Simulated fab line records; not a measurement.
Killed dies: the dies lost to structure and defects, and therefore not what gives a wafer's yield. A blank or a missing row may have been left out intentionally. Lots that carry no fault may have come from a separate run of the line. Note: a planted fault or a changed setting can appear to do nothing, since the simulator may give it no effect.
One fault through the eyes of 2 desks / flow sky130 / what lay behind the numbers comes last; until then each desk has only its own

== THE TOOL OWNER'S DESK: plasma asher-02 ==
The tool's own readings at SKY_LDD_LDN_STRIP_12 (strips in O2/N2): means of the sampled wafers that have a number, for each lot that ran on this tool. Marked OUT: a lot whose mean sits more than 4 standard deviations from the usual mean, which makes it out of limits; the brackets give that distance.
Columns: A = drypump motor current A at SKY_LDD_LDN_STRIP_12, usual 5.67 A; B = oes product au at SKY_LDD_LDN_STRIP_12, usual 0.716 a.u.; C = strip time to endpoint s at SKY_LDD_LDN_STRIP_12, usual 14.17 s
lot=L601; first seen here=day 23 23:49; A=5.50; B=0.713; C=14.17
lot=L605; first seen here=day 25 07:35; A=5.49; B=0.959 (+52) OUT; C=-
lot=L617; first seen here=day 29 21:15; A=5.60; B=0.719; C=14.17
lot=L618; first seen here=day 29 21:52; A=5.51; B=0.718; C=14.10
lot=L619; first seen here=day 30 04:08; A=5.61; B=0.716; C=14.15
lot=L620; first seen here=day 30 08:11; A=5.48; B=0.714; C=14.19
lot=L621; first seen here=day 30 20:47; A=5.49; B=0.719; C=14.18
This desk's verdict: out of limits on L605, starting with L605 at day 25 07:35 (oes product au at SKY_LDD_LDN_STRIP_12). L601, L617, L618, L619, L620, L621 stayed within limits.

== AT THE METROLOGY DESK ==
Means of the sampled wafers that have a number, per lot and without regard to the tool the lot ran on: this is what the gauges read. Marked OUT: a lot whose mean sits more than 4 standard deviations from the usual mean, which makes it out of limits; the brackets give that distance.
Columns: A = POLY_GATE_OVL at SKY_POLY_GATE_OVL_MEAS_14, usual -2 nm; B = LDD_HVN_OVL at SKY_LDD_HVN_OVL_MEAS_07, usual -0.4 nm
lot=L599; first seen here=day 16 17:32; A=-1; B=-1.3
lot=L600; first seen here=day 17 06:28; A=-2; B=-0.1
lot=L601; first seen here=day 17 09:38; A=0; B=-0.4
lot=L605; first seen here=day 18 19:53; A=7; B=-1.1
lot=L610; first seen here=day 20 14:13; A=-13; B=-2.2
lot=L611; first seen here=day 20 22:50; A=-4; B=1.1
lot=L612; first seen here=day 21 08:57; A=-2; B=1.1
lot=L613; first seen here=day 21 17:12; A=-3; B=0.2
lot=L617; first seen here=day 23 17:41; A=-4; B=1.5
lot=L618; first seen here=day 23 18:52; A=-7; B=1.4
lot=L619; first seen here=day 23 23:01; A=-5; B=0.0
lot=L620; first seen here=day 24 04:31; A=2; B=-0.8
lot=L621; first seen here=day 24 17:22; A=-8; B=0.1
This desk's verdict: no lot among the 13 shows anything out of limits.

== PUT TOGETHER ==
At day 25 07:35, on L605, the tool owner's desk was in a position to raise an alarm.
The metrology desk saw nothing out of limits.
The metrology desk has L605 on record, within its limits.
On plasma asher-02, each named lot ran SKY_LDD_LDN_STRIP_12.

== WHAT THE SIMULATOR PUT IN ==
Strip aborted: plasma asher-02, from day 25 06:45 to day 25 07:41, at SKY_LDD_LDN_STRIP_12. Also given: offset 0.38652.
Struck lots among those shown: L605.
Hours from the fault's start to each desk's first reading out of limits: the tool owner's desk, 1.
